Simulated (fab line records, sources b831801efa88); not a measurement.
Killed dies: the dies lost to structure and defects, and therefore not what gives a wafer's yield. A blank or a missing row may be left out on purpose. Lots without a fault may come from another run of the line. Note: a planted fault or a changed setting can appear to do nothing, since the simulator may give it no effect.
fab line records    flow sky130
[record] lots = 11  wafers = 33  last_day = 50
route steps=708 shown VT_ADJUST_HVTR@138 POLY_GATE@204 METAL1@450 VIA1@479
lots untouched by any fault: they come from a run of this same line in which no faults occurred
start_h: start of the lot's first displayed wafer, in hours after the record's first day    wait_h: how many hours have passed since the lot's step before this one    " identical to the entry in the row above    L1.1+2: a row that stands for several wafers    - no value present, or no start provided    * or withheld: withheld    < > ~ a bound
route shown NAME@n: NAME is a module with steps in the file, n the number in the route of the first one    usual: mean/standard deviation taken from wafers without a fault    same: alike in all rows    chamber/n: place in a boat    sites: the reading at each site    _std_site: standard deviation of those values    _edge_site: the outer-site mean with the inner-site mean subtracted    radius_mm: for every site, how far away it sits from the centre of the wafer    mask NAME#n: copy n    behind: the most recent tool/chamber to have shaped the wafer    hold: reason for holding the lot/hours on hold/outcome of the hold    device: transistor that didn't switch, given as n, p or np    end of line: the same wafers' tests at the end of the route    a step without rows: its recipe alone    killed: the dies lost at the first sort to structure and to defects; this is not the yield of the wafer    map: the dies of a wafer, with x for killed, . for not killed, _ for no die there
set.NAME: the setting as run; set.NAME@STEP: as run at that earlier step    model.NAME: the simulator's own value behind a step, which no gauge read
route steps across a sampled set of lots; one table per step, one row per wafer
services: from which hour (start_h, from the record's first day; less than 0 if before it) a tool's chamber was out of use, for how many hours, and why
[[steps]]
[step SKY_VT_ADJUST_HVTR_CD_MEAS_07]
[recipe] target_cd_nm = 380
[usual] cd_nm = 379.1/2.3
lot.wafer  tool       chamber  start_h  wait_h  cd_nm
L796.1     cd_sem-01  -        207.39   0.1     375.0
L796.3     "          -        "        "       376.8
L796.5     "          -        "        "       373.0
L797.1     cd_sem-01  -        217.50   0.1     379.1
L797.4     "          -        "        "       379.4
L797.6     "          -        "        "       379.1
L798.1     cd_sem-01  -        223.88   0.1     379.5
L798.2     "          -        "        "       378.5
L798.5     "          -        "        "       376.6
L801.1     cd_sem-01  -        242.40   0.1     379.4
L801.2     "          -        "        "       377.3
L801.4     "          -        "        "       378.0
L805.2     cd_sem-02  -        274.25   0.1     373.0
L805.4     "          -        "        "       373.5
L805.6     "          -        "        "       373.5
L806.1     cd_sem-02  -        275.93   0.1     378.1
L806.3     "          -        "        "       377.3
L806.5     "          -        "        "       379.3
L807.1     cd_sem-01  -        286.85   0.1     379.4
L807.3     "          -        "        "       380.0
L807.5     "          -        "        "       378.6
L808.2     cd_sem-01  -        293.17   0.1     381.0
L808.4     "          -        "        "       377.9
L808.5     "          -        "        "       378.1
L809.4     cd_sem-02  -        301.65   0.1     377.0
L809.5     "          -        "        "       376.3
L809.6     "          -        "        "       378.8
L818.1     cd_sem-01  -        381.98   0.1     380.6
L818.5     "          -        "        "       378.9
L818.6     "          -        "        "       377.7
L819.3     cd_sem-01  -        390.17   0.1     380.7
L819.4     "          -        "        "       380.3
L819.5     "          -        "        "       381.3
[step SKY_POLY_GATE_CVD_00]
[recipe] material = poly-Si  target_thk_nm = 180  temp_c = 620  time_s = 720  pressure_mtorr = 200
[usual] pressure_mtorr = 199.9/0.37  susceptor_temp_C = 620.03/0.28
lot.wafer  tool      chamber  start_h  wait_h  pressure_mtorr  susceptor_temp_C
L796.1     lpcvd-01  0        314.36   0.0     200.4           620.12
L796.3     "         0        "        "       200.2           619.86
L796.5     "         0        "        "       200.0           619.90
L797.1     lpcvd-01  0        323.40   0.0     200.3           619.29
L797.4     "         0        "        "       200.3           619.87
L797.6     "         0        "        "       200.2           619.89
L798.1     lpcvd-01  1        334.51   0.0     199.4           620.43
L798.2     "         1        "        "       199.1           620.32
L798.5     "         1        "        "       199.6           620.51
L801.1     lpcvd-01  1        354.07   0.0     198.9           620.45
L801.2     "         1        "        "       199.6           620.17
L801.4     "         1        "        "       200.0           620.51
L805.2     lpcvd-01  1        390.29   0.0     199.7           620.11
L805.4     "         1        "        "       200.2           619.88
L805.6     "         1        "        "       200.2           619.98
L806.1     lpcvd-01  1        393.68   0.0     199.2           619.49
L806.3     "         1        "        "       199.2           619.99
L806.5     "         1        "        "       200.1           619.81
L807.1     lpcvd-01  0        404.47   0.0     200.1           619.70
L807.3     "         0        "        "       199.8           620.01
L807.5     "         0        "        "       200.2           620.40
L808.2     lpcvd-01  0        413.78   0.0     100.2           619.74
L808.4     "         0        "        "       99.5            619.96
L808.5     "         0        "        "       100.1           619.76
L809.4     lpcvd-01  0        424.91   0.0     100.0           619.96
L809.5     "         0        "        "       100.1           619.79
L809.6     "         0        "        "       100.2           620.27
L818.1     lpcvd-01  0        511.66   0.0     199.8           619.56
L818.5     "         0        "        "       199.8           620.14
L818.6     "         0        "        "       199.4           619.82
L819.3     lpcvd-01  1        522.09   0.0     200.3           620.24
L819.4     "         1        "        "       200.4           620.45
L819.5     "         1        "        "       200.2           620.61
[step SKY_POLY_GATE_THK_MEAS_01]
[recipe] reads = poly-Si_of_POLY_GATE_CVD_00
[usual] POLY_GATE_CVD_00_THK = 180.3/1.7
lot.wafer  tool           chamber  start_h  wait_h  POLY_GATE_CVD_00_THK[nm]
L796.1     film_metro-02  -        315.56   0.0     178.9
L796.3     "              -        "        "       179.3
L796.5     "              -        "        "       179.4
L797.1     film_metro-02  -        324.60   0.0     180.7
L797.4     "              -        "        "       180.5
L797.6     "              -        "        "       182.4
L798.1     film_metro-01  -        335.71   0.0     180.7
L798.2     "              -        "        "       182.8
L798.5     "              -        "        "       180.7
L801.1     film_metro-03  -        355.27   0.0     180.9
L801.2     "              -        "        "       181.3
L801.4     "              -        "        "       179.4
L805.2     film_metro-03  -        391.50   0.0     183.1
L805.4     "              -        "        "       180.7
L805.6     "              -        "        "       180.8
L806.1     film_metro-03  -        394.88   0.0     180.1
L806.3     "              -        "        "       180.1
L806.5     "              -        "        "       179.4
L807.1     film_metro-01  -        405.67   0.0     178.8
L807.3     "              -        "        "       178.3
L807.5     "              -        "        "       178.6
L808.2     film_metro-02  -        414.99   0.0     127.2
L808.4     "              -        "        "       126.7
L808.5     "              -        "        "       129.5
L809.4     film_metro-01  -        426.74   0.0     126.5
L809.5     "              -        "        "       124.9
L809.6     "              -        "        "       125.4
L818.1     film_metro-03  -        512.86   0.0     181.1
L818.5     "              -        "        "       181.8
L818.6     "              -        "        "       183.0
L819.3     film_metro-02  -        523.31   0.0     183.6
L819.4     "              -        "        "       183.0
L819.5     "              -        "        "       184.0
[step SKY_POLY_GATE_ETCH_17]
[recipe] target_depth_nm = 180  stop_on = SiO2  over_etch_frac = 0.56667  chemistry = HBr/Cl2  target = poly-Si  icp_w = 400  bias_w = 100  pressure_mtorr = 10  HBr_flow_sccm = 150  Cl2_flow_sccm = 50  time_s = 70.5
[usual] HBr_flow_sccm = 150.0/0.47  drypump_motor_current_A = 5.8/0.55  oes_product_au = 0.984/0.011  throttle_valve_pct = 33.685/0.009
lot.wafer  tool       chamber  start_h  wait_h  HBr_flow_sccm  drypump_motor_current_A  oes_product_au  rf_hours_counter_h  throttle_valve_pct
L796.1     rie_si-01  1        371.73   0.0     149.4          5.9                      0.976           2                   33.679
L796.3     "          3        "        "       150.5          5.6                      0.984           21                  33.692
L796.5     "          0        "        "       150.1          5.7                      0.995           -                   33.682
L797.1     rie_si-02  0        381.34   0.0     149.6          5.3                      0.978           7                   33.688
L797.4     "          1        "        "       150.2          4.8                      0.959           1                   33.676
L797.6     "          0        "        "       150.2          5.4                      0.993           -                   33.691
L798.1     rie_si-01  0        393.49   0.0     150.4          5.7                      0.997           60                  33.705
L798.2     "          2        "        "       149.6          6.7                      1.005           22                  33.697
L798.5     "          1        "        "       149.4          5.9                      0.993           -                   33.673
L801.1     rie_si-01  2        416.08   0.0     150.6          6.7                      1.001           22                  33.684
L801.2     "          1        "        "       149.3          5.9                      0.991           2                   33.698
L801.4     "          3        "        "       149.6          5.6                      0.989           22                  33.664
L805.2     rie_si-02  2        453.93   0.0     149.6          6.0                      0.978           5                   33.685
L805.4     "          1        "        "       150.5          4.8                      0.973           2                   33.693
L805.6     "          1        "        "       150.1          4.8                      0.976           -                   33.700
L806.1     rie_si-02  1        458.59   0.0     150.1          4.8                      0.983           2                   33.684
L806.3     "          2        "        "       150.4          6.0                      0.980           5                   33.674
L806.5     "          1        "        "       150.5          4.8                      0.977           -                   33.668
L807.1     rie_si-01  1        468.83   0.0     150.0          5.9                      0.989           3                   33.688
L807.3     "          0        "        "       150.0          5.7                      0.983           60                  33.701
L807.5     "          3        "        "       149.1          5.7                      0.987           -                   33.680
L808.2     rie_si-02  0        477.98   0.0     149.7          5.4                      0.788           7                   33.670
L808.4     "          3        "        "       150.2          6.1                      0.785           15                  33.678
L808.5     "          2        "        "       150.5          6.0                      0.797           -                   33.680
L809.4     rie_si-01  2        491.25   0.1     149.8          6.7                      0.775           -                   33.688
L809.5     "          3        "        "       150.9          5.6                      0.774           -                   33.691
L809.6     "          1        "        "       150.8          5.9                      0.779           -                   33.702
L818.1     rie_si-02  2        575.73   0.0     150.4          6.0                      0.986           5                   33.683
L818.5     "          0        "        "       149.6          5.4                      0.991           -                   33.669
L818.6     "          1        "        "       151.0          4.8                      0.979           -                   33.680
L819.3     rie_si-01  3        585.58   0.0     150.2          5.6                      0.996           23                  33.686
L819.4     "          2        "        "       149.5          6.6                      1.004           23                  33.683
L819.5     "          2        "        "       149.6          6.7                      0.999           -                   33.675
[step SKY_METAL1_OVL_MEAS_16]
[usual] METAL1_OVL = -1/4.9
lot.wafer  tool        chamber  start_h  wait_h  METAL1_OVL[nm]
L796.1     overlay-01  -        766.70   0.1     -8
L796.3     "           -        "        "       -3
L796.5     "           -        "        "       -12
L797.1     overlay-02  -        775.02   0.1     0
L797.4     "           -        "        "       3
L797.6     "           -        "        "       -8
L798.1     overlay-01  -        785.71   0.1     -2
L798.2     "           -        "        "       -3
L798.5     "           -        "        "       -1
L801.1     overlay-02  -        806.62   0.1     0
L801.2     "           -        "        "       -4
L801.4     "           -        "        "       -6
L805.2     overlay-01  -        837.81   0.1     5
L805.4     "           -        "        "       0
L805.6     "           -        "        "       0
L806.1     overlay-01  -        844.10   0.1     -1
L806.3     "           -        "        "       -6
L806.5     "           -        "        "       1
L807.1     overlay-02  -        851.45   0.1     -1
L807.3     "           -        "        "       -8
L807.5     "           -        "        "       0
L808.2     overlay-02  -        859.88   0.1     -8
L808.4     "           -        "        "       -8
L808.5     "           -        "        "       -10
L809.4     overlay-02  -        868.98   0.1     5
L809.5     "           -        "        "       9
L809.6     "           -        "        "       11
L818.1     overlay-02  -        941.48   0.1     0
L818.5     "           -        "        "       -4
L818.6     "           -        "        "       -2
L819.3     overlay-02  -        948.01   0.1     5
L819.4     "           -        "        "       6
L819.5     "           -        "        "       1
[step SKY_VIA1_CVD_21]
[recipe] material = W  target_thk_nm = 270  time_s = 80.902  temp_c = 400  pressure_torr = 40
[usual] heater_power_w = 821/93  susceptor_temp_C = 399.99/0.23
lot.wafer  tool      chamber  start_h  wait_h  heater_power_w  susceptor_temp_C
L796.1     cvd_w-02  0        796.91   0.0     923             400.25
L796.3     "         1        "        "       744             399.81
L796.5     "         0        "        "       930             399.83
L797.1     cvd_w-02  1        803.65   0.0     757             399.47
L797.4     "         0        "        "       920             400.03
L797.6     "         1        "        "       751             399.80
L798.1     cvd_w-02  0        814.30   0.0     936             399.82
L798.2     "         1        "        "       747             400.00
L798.5     "         1        "        "       764             399.91
L801.1     cvd_w-02  0        835.95   0.0     930             399.90
L801.2     "         1        "        "       745             400.01
L801.4     "         0        "        "       906             399.79
L805.2     cvd_w-01  1        866.79   0.0     715             399.78
L805.4     "         1        "        "       710             399.82
L805.6     "         1        "        "       716             400.20
L806.1     cvd_w-01  0        871.89   0.0     911             400.19
L806.3     "         1        "        "       708             400.06
L806.5     "         1        "        "       689             400.06
L807.1     cvd_w-02  1        879.63   0.0     739             400.10
L807.3     "         0        "        "       921             400.11
L807.5     "         0        "        "       913             400.16
L808.2     cvd_w-01  1        888.58   0.0     708             400.12
L808.4     "         0        "        "       900             400.03
L808.5     "         0        "        "       942             399.99
L809.4     cvd_w-01  0        897.51   0.1     926             400.07
L809.5     "         1        "        "       718             400.37
L809.6     "         0        "        "       922             400.57
L818.1     cvd_w-01  0        968.41   0.0     927             400.16
L818.5     "         0        "        "       906             399.80
L818.6     "         1        "        "       716             399.57
L819.3     cvd_w-01  0        974.82   0.1     930             400.40
L819.4     "         1        "        "       730             400.04
L819.5     "         0        "        "       933             399.94
[[services]]
tool       chamber  start_h  hours  kind
lpcvd-01   -        293.59   2.1    repair
cvd_w-01   -        368.28   1.4    repair
cvd_w-02   1        372.66   5.3    repair
cvd_w-02   -        372.82   6.9    pm
cvd_w-01   -        390.00   14.0   pm
cvd_w-01   0        421.07   8.8    repair
cvd_w-01   -        460.17   1.4    repair
cvd_w-01   -        462.30   1.4    repair
cvd_w-02   1        484.98   42.1   repair
rie_si-01  1        510.44   3.1    repair
rie_si-01  0        545.92   1.9    repair
cvd_w-01   0        574.12   3.3    repair
rie_si-02  1        576.40   1.9    repair
cvd_w-02   0        578.55   9.7    repair
cvd_w-01   -        623.62   6.9    pm
lpcvd-01   -        630.13   1.9    repair
cvd_w-02   -        658.88   2.8    pm
lpcvd-01   -        782.12   2.8    pm
cvd_w-02   1        784.02   8.4    repair
lpcvd-01   -        786.52   6.0    pm
rie_si-01  2        849.71   46.7   repair
cvd_w-01   -        897.97   1.5    repair
cvd_w-01   -        918.04   14.6   pm
rie_si-01  2        933.85   3.1    repair
[[key]]
[first_sign] step = SKY_POLY_GATE_CVD_00  reading = pressure_mtorr  direction = down  sigmas = 99+  usual = 199.9  struck = 100.0
[effect] step = SKY_POLY_GATE_THK_MEAS_01  reading = POLY_GATE_CVD_00_THK  direction = down  sigmas = 32  usual = 180.3  struck = 126.7
[effect] step = SKY_POLY_GATE_ETCH_17  reading = oes_product_au  direction = down  sigmas = 18  usual = 0.984  struck = 0.783
met_at SKY_POLY_GATE_CVD_00
struck_lots L808,L809
struck_wafers L808.2,L808.4,L808.5,L809.4,L809.5,L809.6
tester_left_out L808,L809
not_acting_at SKY_VT_ADJUST_HVTR_CD_MEAS_07,SKY_METAL1_OVL_MEAS_16,SKY_VIA1_CVD_21
onset_between 404.47 413.78
[fault] kind = process_parameter_drift  tool = lpcvd-01  chamber = 0  onset_h = 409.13  steps = SKY_POLY_GATE_CVD_00  channel = pressure_mtorr  offset = -100  shape = step  end_h = 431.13  stated = 200
// tester_left_out: of these lots the tester's yield and bins aren't shown, on N5 and GAA mostly nor the transistor test; their killed dies are dies lost to structure and defects alone, not to doping, threshold or leakage, so they don't give the yield
